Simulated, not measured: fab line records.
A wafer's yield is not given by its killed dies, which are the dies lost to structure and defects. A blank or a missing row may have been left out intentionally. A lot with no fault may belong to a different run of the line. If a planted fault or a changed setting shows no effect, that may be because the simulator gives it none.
fab line records	flow sfqLine
[record] lots = 13	wafers = 39	lastDay = 92
route steps=325 shown I0@56 M4@149 M5@204 M6@262
lots with no fault: from the same line, run without faults
startH: start of the lot's first displayed wafer, in hours after the record's first day	waitH: time in hours since the lot's previous step	" as in the row above	L1.1+2: one row covering several wafers at once	- no value, or no start given	* or withheld: withheld	< > ~ a bound
route shown NAME@n: a module of which the file shows steps, and the number in the route of the first	usual: mean/standard deviation of fault-free wafers	same: alike in all rows	chamber/n: place in a boat	sites: readings site by site	_std_site: how widely they spread, as a standard deviation	_edge_site: the outer-site mean with the inner-site mean subtracted	radiusMm: how far each site lies from the wafer's centre	mask NAME#n: copy n	behind: the most recent tool/chamber to have shaped the wafer	hold: reason for holding the lot/hours on hold/outcome of the hold	device: which transistor (n, p or np) failed to switch	end of line: tests of these same wafers at the route's end	step lacking rows: just its recipe	killed: at the first sort, the dies lost to defects and structure; wafer yield is something else	map: a wafer's dies, marking killed ones x, the rest . and places with no die _
set.NAME: the setting as run; set.NAME@STEP: as run at that earlier step	model.NAME: the simulator's own value behind a step, which no gauge read
steps of the route over a sample of lots; a table a step, a row a wafer
services: a tool's chamber out of use, with start hour (startH, from the record's first day; less than 0 if before it), hours out, and reason
[[steps]]
[step SFQ_TRILAYER_I0_VIA_STRIP_STRIP_035]
[recipe] gas = O2	powerW = 200	platenTempC = 40	overashFraction = 0.65	chemistry = O2	pressureMtorr = 50
[usual] drypumpMotorCurrentA = 5.7/0.36	oesProductAu = 1.003/0.012	platenTempC = 39.97/0.11
lot.wafer	tool	chamber	startH	waitH	drypumpMotorCurrentA	oesProductAu	platenTempC	rfHoursCounterH
L568.4	rieMetal-04	1	303.98	-	5.5	1.006	40.12	-
L568.5	"	1	"	"	5.5	1.003	40.18	-
L568.6	"	0	"	"	5.4	1.015	39.80	-
L569.1	rieMetal-02	0	304.98	-	5.6	0.996	39.93	83
L569.2	"	1	"	"	6.3	1.006	40.12	111
L569.5	"	0	"	"	5.6	1.001	40.12	-
L570.1	rieMetal-02	0	309.78	-	5.5	0.997	40.15	84
L570.3	"	0	"	"	5.5	0.990	39.95	-
L570.4	"	1	"	"	6.3	0.994	40.05	-
L571.1	rieMetal-04	1	312.18	-	5.5	1.007	39.95	67
L571.2	"	0	"	"	5.4	1.033	40.05	123
L571.5	"	0	"	"	5.4	1.028	39.72	-
L572.1	rieMetal-01	1	332.84	-	6.0	1.011	39.91	12
L572.4	"	1	"	"	6.0	0.998	39.76	-
L572.5	"	0	"	"	5.3	0.998	39.96	-
L573.2	rieMetal-01	1	335.24	-	6.0	1.004	40.01	13
L573.4	"	0	"	"	5.3	1.000	39.94	-
L573.5	"	0	"	"	5.3	1.001	40.10	-
L579.1	rieMetal-02	1	374.96	-	6.3	0.997	39.85	123
L579.3	"	0	"	"	5.5	1.011	40.01	-
L579.4	"	1	"	"	6.3	0.999	40.07	-
L583.1	rieMetal-04	1	411.12	-	5.5	1.017	40.00	79
L583.3	"	0	"	"	5.4	1.038	39.89	-
L583.5	"	1	"	"	5.5	1.000	39.99	-
L585.1	rieMetal-04	1	424.16	-	5.5	1.012	39.66	81
L585.2	"	0	"	"	5.4	1.018	39.82	136
L585.5	"	1	"	"	5.5	1.000	39.74	-
L587.1	rieMetal-01	0	541.02	-	5.3	0.985	40.12	36
L587.2	"	1	"	"	6.0	0.986	39.89	43
L587.6	"	0	"	"	5.3	0.974	39.99	-
L588.3	rieMetal-01	0	609.62	-	5.3	0.998	39.81	-
L588.4	"	1	"	"	6.0	0.986	39.85	-
L588.6	"	0	"	"	5.3	1.001	39.83	-
L589.3	rieMetal-04	1	620.42	-	5.5	0.996	40.02	-
L589.5	"	0	"	"	5.4	1.000	40.16	-
L589.6	"	1	"	"	5.5	1.004	40.14	-
L591.1	rieMetal-04	0	650.35	-	5.4	1.015	39.92	9
L591.2	"	1	"	"	5.5	1.003	39.97	111
L591.6	"	1	"	"	5.5	1.006	39.91	-
[step SFQ_TRILAYER_M4_DEP_SPUTTER_091]
[recipe] material = Nb	basePressurePa = 1.33e-06	chamberPressurePa = 0.1333	substrateTempC = 20	resputterCathodeVoltageV = 400	targetThkNm = 200	powerW = 2000	timeS = 133.3
[usual] throttleValvePct = 29.9/1.3
lot.wafer	tool	chamber	startH	waitH	throttleValvePct
L568.4	pvdSputter-04	-	1198.30	0.0	29.9
L568.5	"	-	"	"	30.5
L568.6	"	-	"	"	29.7
L569.1	pvdSputter-03	-	1203.70	0.0	30.8
L569.2	"	-	"	"	29.7
L569.5	"	-	"	"	29.3
L570.1	pvdSputter-05	-	1210.30	0.0	28.2
L570.3	"	-	"	"	31.6
L570.4	"	-	"	"	31.3
L571.1	pvdSputter-03	-	1217.50	0.0	28.2
L571.2	"	-	"	"	30.6
L571.5	"	-	"	"	29.5
L572.1	pvdSputter-03	-	1240.30	0.0	30.3
L572.4	"	-	"	"	27.9
L572.5	"	-	"	"	29.3
L573.2	pvdSputter-05	-	1248.11	0.0	31.4
L573.4	"	-	"	"	31.0
L573.5	"	-	"	"	31.6
L579.1	pvdSputter-04	-	1296.55	0.0	30.1
L579.3	"	-	"	"	27.1
L579.4	"	-	"	"	29.5
L583.1	pvdSputter-05	-	1336.61	0.0	31.7
L583.3	"	-	"	"	28.3
L583.5	"	-	"	"	30.9
L585.1	pvdSputter-03	-	1346.23	0.0	29.6
L585.2	"	-	"	"	28.0
L585.5	"	-	"	"	28.2
L587.1	pvdSputter-05	-	1349.81	0.0	31.2
L587.2	"	-	"	"	31.6
L587.6	"	-	"	"	31.6
L588.3	pvdSputter-05	-	1359.41	0.0	28.1
L588.4	"	-	"	"	31.3
L588.6	"	-	"	"	28.4
L589.3	pvdSputter-05	-	1364.23	0.0	31.6
L589.5	"	-	"	"	31.5
L589.6	"	-	"	"	31.3
L591.1	pvdSputter-03	-	1388.21	0.0	30.6
L591.2	"	-	"	"	29.4
L591.6	"	-	"	"	29.5
[step SFQ_M4_RS_MEAS_924]
[recipe] thkMeasGauge = four-point-probe	reads = Nb_of_TRILAYER_M4_DEP_SPUTTER_091
[usual] M4_NB_RS = 0.897/0.013
lot.wafer	tool	chamber	startH	waitH	hold	M4_NB_RS[ohm/sq]
L568.4	filmMetro-03	-	1198.45	0.1	-	0.882
L568.5	"	-	"	"	-	0.895
L568.6	"	-	"	"	-	0.882
L569.1	filmMetro-01	-	1203.79	0.0	-	0.907
L569.2	"	-	"	"	-	0.900
L569.5	"	-	"	"	-	0.902
L570.1	filmMetro-01	-	1210.39	0.0	-	0.885
L570.3	"	-	"	"	-	0.878
L570.4	"	-	"	"	-	0.896
L571.1	filmMetro-03	-	1217.60	0.1	-	0.893
L571.2	"	-	"	"	-	0.912
L571.5	"	-	"	"	-	0.893
L572.1	filmMetro-03	-	1240.39	0.0	-	0.919
L572.4	"	-	"	"	-	0.895
L572.5	"	-	"	"	-	0.894
L573.2	filmMetro-01	-	1248.22	0.1	-	0.901
L573.4	"	-	"	"	-	0.885
L573.5	"	-	"	"	-	0.885
L579.1	filmMetro-03	-	1296.64	0.0	awaitDispo/0.2h/release	0.882
L579.3	"	-	"	"	awaitDispo/0.2h/release	0.917
L579.4	"	-	"	"	awaitDispo/0.2h/release	1.525
L579.1	filmMetro-03	-	1296.93	0.3	-	0.883
L579.3	"	-	"	"	-	0.921
L579.4	"	-	"	"	-	1.523
L583.1	filmMetro-01	-	1336.70	0.0	-	0.884
L583.3	"	-	"	"	-	0.906
L583.5	"	-	"	"	-	0.908
L585.1	filmMetro-01	-	1346.39	0.1	-	0.903
L585.2	"	-	"	"	-	0.904
L585.5	"	-	"	"	-	0.903
L587.1	filmMetro-03	-	1349.90	0.0	-	0.883
L587.2	"	-	"	"	-	0.894
L587.6	"	-	"	"	-	0.892
L588.3	filmMetro-03	-	1359.54	0.1	-	0.904
L588.4	"	-	"	"	-	0.916
L588.6	"	-	"	"	-	0.904
L589.3	filmMetro-01	-	1364.36	0.1	-	0.895
L589.5	"	-	"	"	-	0.894
L589.6	"	-	"	"	-	0.892
L591.1	filmMetro-03	-	1388.30	0.0	-	0.906
L591.2	"	-	"	"	-	0.897
L591.6	"	-	"	"	-	0.916
[step SFQ_TRILAYER_M4_ETCH_METAL_ETCH_096]
[recipe] target = Nb	stopOn = SiO2	maskMaterial = PR	chemistry = Cl2/Ar	targetDepthNm = 240	icpW = 600	biasW = 80	pressureMtorr = 10	timeS = 120
[usual] drypumpMotorCurrentA = 5.8/0.41	oesProductAu = 0.891/0.0085
lot.wafer	tool	chamber	startH	waitH	drypumpMotorCurrentA	oesProductAu	rfHoursCounterH
L568.4	rieMetal-02	0	1328.63	0.1	5.5	0.900	-
L568.5	"	1	"	"	6.3	0.898	-
L568.6	"	0	"	"	5.5	0.906	-
L569.1	rieMetal-02	1	1336.91	0.0	6.3	0.885	100
L569.2	"	0	"	"	5.5	0.886	79
L569.5	"	1	"	"	6.3	0.894	-
L570.1	rieMetal-01	1	1344.11	0.0	6.0	0.897	16
L570.3	"	0	"	"	5.3	0.904	-
L570.4	"	1	"	"	6.0	0.894	-
L571.1	rieMetal-01	1	1350.11	0.0	6.0	0.893	17
L571.2	"	0	"	"	5.3	0.885	12
L571.5	"	1	"	"	6.0	0.891	-
L572.1	rieMetal-02	0	1365.71	0.0	5.6	0.872	83
L572.4	"	1	"	"	6.3	0.898	-
L572.5	"	1	"	"	6.3	0.902	-
L573.2	rieMetal-02	0	1374.11	0.0	5.5	0.883	84
L573.4	"	1	"	"	6.3	0.891	-
L573.5	"	0	"	"	5.5	0.893	-
L579.1	rieMetal-02	1	1419.89	0.0	6.3	0.903	112
L579.3	"	0	"	"	5.5	0.880	-
L579.4	"	1	"	"	6.3	0.684	-
L583.1	rieMetal-02	0	1453.11	0.1	5.5	0.887	95
L583.3	"	0	"	"	5.5	0.885	-
L583.5	"	0	"	"	5.5	0.888	-
L585.1	rieMetal-03	1	1467.49	0.0	5.1	0.889	54
L585.2	"	0	"	"	5.9	0.886	70
L585.5	"	0	"	"	5.9	0.895	-
L587.1	rieMetal-02	0	1475.89	0.0	5.5	0.900	98
L587.2	"	1	"	"	6.3	0.893	118
L587.6	"	0	"	"	5.5	0.892	-
L588.3	rieMetal-01	0	1480.73	0.1	5.3	0.883	-
L588.4	"	1	"	"	6.0	0.883	-
L588.6	"	0	"	"	5.3	0.892	-
L589.3	rieMetal-02	0	1485.56	0.1	5.5	0.902	-
L589.5	"	0	"	"	5.6	0.886	-
L589.6	"	1	"	"	6.3	0.896	-
L591.1	rieMetal-02	1	1503.49	0.0	6.3	0.888	122
L591.2	"	0	"	"	5.5	0.884	101
L591.6	"	1	"	"	6.3	0.882	-
[step SFQ_M5_OVL_MEAS_932]
[usual] M5_OVL = -4/5.3
lot.wafer	tool	chamber	startH	waitH	M5_OVL[nm]
L568.4	overlay-02	-	1570.96	0.1	-11
L568.5	"	-	"	"	-6
L568.6	"	-	"	"	-8
L569.1	overlay-01	-	1581.74	0.1	-2
L569.2	"	-	"	"	-3
L569.5	"	-	"	"	-2
L570.1	overlay-01	-	1589.65	0.1	1
L570.3	"	-	"	"	-6
L570.4	"	-	"	"	2
L571.1	overlay-01	-	1593.25	0.1	-6
L571.2	"	-	"	"	-2
L571.5	"	-	"	"	-8
L572.1	overlay-02	-	1605.35	0.1	0
L572.4	"	-	"	"	2
L572.5	"	-	"	"	0
L573.2	overlay-02	-	1606.55	0.1	-11
L573.4	"	-	"	"	-10
L573.5	"	-	"	"	-8
L579.1	overlay-01	-	1699.29	0.1	-2
L579.3	"	-	"	"	-3
L579.4	"	-	"	"	3
L583.1	overlay-01	-	1721.01	0.1	7
L583.3	"	-	"	"	11
L583.5	"	-	"	"	9
L585.1	overlay-01	-	1739.31	0.1	-1
L585.2	"	-	"	"	-3
L585.5	"	-	"	"	-2
L587.1	overlay-01	-	1752.37	0.1	2
L587.2	"	-	"	"	7
L587.6	"	-	"	"	2
L588.3	overlay-02	-	1757.18	0.1	-11
L588.4	"	-	"	"	-8
L588.6	"	-	"	"	-8
L589.3	overlay-01	-	1761.98	0.1	-5
L589.5	"	-	"	"	-5
L589.6	"	-	"	"	-9
L591.1	overlay-01	-	1773.22	0.1	-1
L591.2	"	-	"	"	-4
L591.6	"	-	"	"	-8
[step SFQ_TRILAYER_M6_BARC_OPEN_METAL_ETCH_206]
[recipe] maskMaterial = PR	chemistry = O2	targetDepthNm = 125	target = BARC	icpW = 600	biasW = 80	pressureMtorr = 10	timeS = 41.7
[usual] drypumpMotorCurrentA = 5.5/0.32	oesProductAu = 0.685/0.005
lot.wafer	tool	chamber	startH	waitH	drypumpMotorCurrentA	oesProductAu	rfHoursCounterH
L568.4	rieMetal-03	0	1729.17	0.0	5.9	0.688	-
L568.5	"	1	"	"	5.2	0.673	-
L568.6	"	0	"	"	6.0	0.677	-
L569.1	rieMetal-04	1	1730.35	0.0	5.5	0.691	104
L569.2	"	0	"	"	5.4	0.680	24
L569.5	"	0	"	"	5.3	0.692	-
L570.1	rieMetal-04	1	1734.39	0.0	5.5	0.679	105
L570.3	"	1	"	"	5.5	0.690	-
L570.4	"	0	"	"	5.4	0.683	-
L571.1	rieMetal-04	1	1736.79	0.0	5.5	0.698	105
L571.2	"	0	"	"	5.4	0.684	26
L571.5	"	0	"	"	5.4	0.690	-
L572.1	rieMetal-03	0	1741.61	0.0	5.9	0.684	106
L572.4	"	0	"	"	5.9	0.683	-
L572.5	"	0	"	"	5.9	0.691	-
L573.2	rieMetal-04	0	1829.93	0.0	5.4	0.683	-
L573.4	"	0	"	"	5.4	0.685	-
L573.5	"	0	"	"	5.4	0.688	-
L579.1	rieMetal-03	1	1909.22	0.0	5.2	0.682	121
L579.3	"	1	"	"	5.2	0.690	-
L579.4	"	1	"	"	5.2	0.684	-
L583.1	rieMetal-03	0	1920.77	0.0	5.9	0.684	0
L583.3	"	1	"	"	5.2	0.693	-
L583.5	"	0	"	"	5.9	0.684	-
L585.1	rieMetal-04	0	1923.17	0.0	5.4	0.690	58
L585.2	"	1	"	"	5.5	0.696	14
L585.5	"	1	"	"	5.5	0.685	-
L587.1	rieMetal-03	1	1925.57	0.0	5.2	0.687	125
L587.2	"	0	"	"	5.9	0.674	1
L587.6	"	0	"	"	5.9	0.682	-
L588.3	rieMetal-02	0	1926.82	0.0	5.5	0.688	-
L588.4	"	1	"	"	6.3	0.691	-
L588.6	"	0	"	"	5.5	0.683	-
L589.3	rieMetal-03	1	1927.99	0.0	5.2	0.688	-
L589.5	"	0	"	"	5.9	0.681	-
L589.6	"	1	"	"	5.2	0.690	-
L591.1	rieMetal-02	1	1930.37	0.0	6.3	0.680	61
L591.2	"	0	"	"	5.5	0.684	35
L591.6	"	0	"	"	5.5	0.679	-
[[services]]
tool	chamber	startH	hours	kind
rieMetal-02	1	399.90	3.4	repair
rieMetal-04	-	434.86	0.7	repair
rieMetal-02	-	442.12	2.4	repair
rieMetal-02	-	485.92	2.8	pm
rieMetal-04	1	495.22	4.0	repair
rieMetal-02	-	635.69	0.6	repair
rieMetal-04	-	682.61	0.5	repair
rieMetal-04	-	719.32	4.1	repair
rieMetal-04	-	762.44	2.8	pm
rieMetal-02	-	783.36	0.5	repair
rieMetal-04	-	795.92	1.4	pm
rieMetal-04	0	856.23	12.5	repair
rieMetal-04	-	906.99	14.6	pm
rieMetal-02	0	978.11	22.8	repair
rieMetal-04	0	1034.08	2.8	repair
rieMetal-02	-	1036.35	2.0	repair
rieMetal-02	1	1188.84	15.4	repair
rieMetal-02	-	1281.98	1.4	pm
rieMetal-02	-	1292.12	1.8	repair
rieMetal-02	-	1451.27	0.7	repair
rieMetal-02	-	1585.15	2.8	pm
rieMetal-02	1	1615.20	3.7	repair
rieMetal-02	-	1851.52	1.2	repair
rieMetal-02	0	1911.90	3.8	repair
[[key]]
[firstSign] step = SFQ_M4_RS_MEAS_924	reading = visit	direction = added
[effect] step = SFQ_M4_RS_MEAS_924	reading = M4_NB_RS	direction = up	sigmas = 50	usual = 0.897	struck = 1.525
[effect] step = SFQ_TRILAYER_M4_ETCH_METAL_ETCH_096	reading = oesProductAu	direction = down	sigmas = 24	usual = 0.891	struck = 0.684
metAt SFQ_TRILAYER_M4_DEP_SPUTTER_091
struckLots L579
struckWafers L579.4
notActingAt SFQ_TRILAYER_I0_VIA_STRIP_STRIP_035,SFQ_M5_OVL_MEAS_932,SFQ_TRILAYER_M6_BARC_OPEN_METAL_ETCH_206
onsetBetween 1198.30 1296.55
[fault] kind = processParameterDrift	tool = pvdSputter-04	chamber = -	onsetH = 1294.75	steps = SFQ_TRILAYER_M4_DEP_SPUTTER_091	channel = targetThkNm	offset = -82.684	shape = step	endH = 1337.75	scope = struckWafersOnly	actsIn = theseRecipesOnly	stated = 200
